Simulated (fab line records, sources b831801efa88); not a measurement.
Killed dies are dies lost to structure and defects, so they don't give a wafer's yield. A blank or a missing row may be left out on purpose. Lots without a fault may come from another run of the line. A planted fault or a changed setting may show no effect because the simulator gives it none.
Tool commonality check | flow gf180mcu | 13 lots, 39 wafers sampled

WHY IT WAS OPENED
At GF_V3_CD_MEAS_14 the reading cd_nm is flagged on 2 of 13 lots. Wafers without a fault read 259.9 nm, standard deviation 1.3.
Rule: a lot is flagged when every wafer of it that has a number lies more than 4 standard deviations from that mean, or none has a number. The other lots count as sound.

lot  | measured     | on        | cd_nm (nm), wafer by wafer | flag
L755 | day 24 10:09 | cd_sem-02 | 260.3 258.9 259.5          |
L757 | day 24 15:30 | cd_sem-02 | 260.4 259.9 259.5          |
L758 | day 24 19:55 | cd_sem-02 | 260.7 260.0 261.1          |
L759 | day 25 10:39 | cd_sem-02 | 260.6 260.5 260.5          |
L761 | day 26 05:30 | cd_sem-02 | 259.5 259.6 259.6          |
L760 | day 26 07:05 | cd_sem-01 | 260.7 260.7 260.3          |
L762 | day 26 11:22 | cd_sem-01 | 259.2 261.2 261.5          |
L765 | day 27 05:18 | cd_sem-02 | 261.2 260.2 259.8          |
L767 | day 27 16:01 | cd_sem-01 | 259.0 257.9 258.6          |
L768 | day 28 00:31 | cd_sem-02 | 261.0 261.3 260.5          |
L771 | day 29 04:35 | cd_sem-02 | 262.4 261.9 262.0          |
L772 | day 29 06:13 | cd_sem-02 | 248.3 248.5 248.7          | FLAGGED
L773 | day 29 11:06 | cd_sem-01 | 247.2 247.0 246.8          | FLAGGED
The numbers of the flagged lots are 247.8 nm on average: -12.1 nm against the usual, or -9 standard deviations.

WHICH TOOL RAN EACH LOT
The record holds 2 process steps before the reading, out of a route of 602 steps. In each cell: the tool, then ch and the chambers that the sampled wafers went through, then the start.
lot  | flag    | GF_M3_SPUTTER_02             | GF_V3_EXPOSE_11
L755 |         | pvd_sputter-01, day 22 09:44 | krf_scanner-02 ch 0, day 23 22:33
L757 |         | pvd_sputter-02, day 22 16:43 | krf_scanner-01 ch 0, day 24 05:09
L758 |         | pvd_sputter-03, day 22 20:34 | krf_scanner-01 ch 0, day 24 09:01
L759 |         | pvd_sputter-03, day 23 11:36 | krf_scanner-02 ch 0, day 24 23:20
L761 |         | pvd_sputter-01, day 24 07:36 | krf_scanner-02 ch 0, day 25 18:13
L760 |         | pvd_sputter-02, day 24 08:42 | krf_scanner-01 ch 0, day 25 19:05
L762 |         | pvd_sputter-01, day 24 14:05 | krf_scanner-01 ch 0, day 26 00:43
L765 |         | pvd_sputter-03, day 25 08:29 | krf_scanner-01 ch 0, day 26 18:12
L767 |         | pvd_sputter-02, day 25 18:42 | krf_scanner-01 ch 0, day 27 06:14
L768 |         | pvd_sputter-03, day 26 05:23 | krf_scanner-01 ch 0, day 27 14:31
L771 |         | pvd_sputter-03, day 27 09:35 | krf_scanner-01 ch 0, day 28 17:59
L772 | FLAGGED | pvd_sputter-02, day 27 12:40 | krf_scanner-01 ch 0, day 28 20:22
L773 | FLAGGED | pvd_sputter-01, day 27 17:57 | krf_scanner-01 ch 0, day 29 01:54
What these steps do:
- GF_M3_SPUTTER_02: material AlCu, target thk 450 nm, time 23.9 s.
- GF_V3_EXPOSE_11: exposes mask Via3, target cd 260 nm.
- GF_V3_CD_MEAS_14: target cd 260 nm.

FLAGGED OVER TOTAL, TOOL BY TOOL (the gauges that took the reading come last)
step             | tool           | lots run | flagged | share of the flagged lots | sound lots run after its first flagged lot
GF_M3_SPUTTER_02 | pvd_sputter-01 | 4        | 1       | some                      | 0
GF_M3_SPUTTER_02 | pvd_sputter-02 | 4        | 1       | some                      | 0
GF_M3_SPUTTER_02 | pvd_sputter-03 | 5        | 0       | none                      | -
GF_V3_EXPOSE_11  | krf_scanner-01 | 10       | 2       | all                       | 0
GF_V3_EXPOSE_11  | krf_scanner-02 | 3        | 0       | none                      | -
GF_V3_CD_MEAS_14 | cd_sem-01      | 4        | 1       | some                      | 0
GF_V3_CD_MEAS_14 | cd_sem-02      | 9        | 1       | some                      | 0

WHAT THE TABLE ALLOWS
1 row of the table ran every flagged lot: krf_scanner-01 at GF_V3_EXPOSE_11.
- krf_scanner-01 at GF_V3_EXPOSE_11: 2 of its 10 lots flagged. Its last sound lot is L771 (day 28 17:59), its first flagged lot L772 (day 28 20:22): a fault that began between those two fits. Its own readings lie more than 4 standard deviations out on every wafer of the flagged lots: exposure_dose_mJ_cm2.
One tool is left: krf_scanner-01 at GF_V3_EXPOSE_11.

WHAT THE SIMULATOR HAD PUT IN
Process parameter drift: krf_scanner-01, from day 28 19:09 on, at GF_V3_EXPOSE_11. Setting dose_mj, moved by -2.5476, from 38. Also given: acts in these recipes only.
Lots struck among those shown: L772, L773. The rule above found the same.
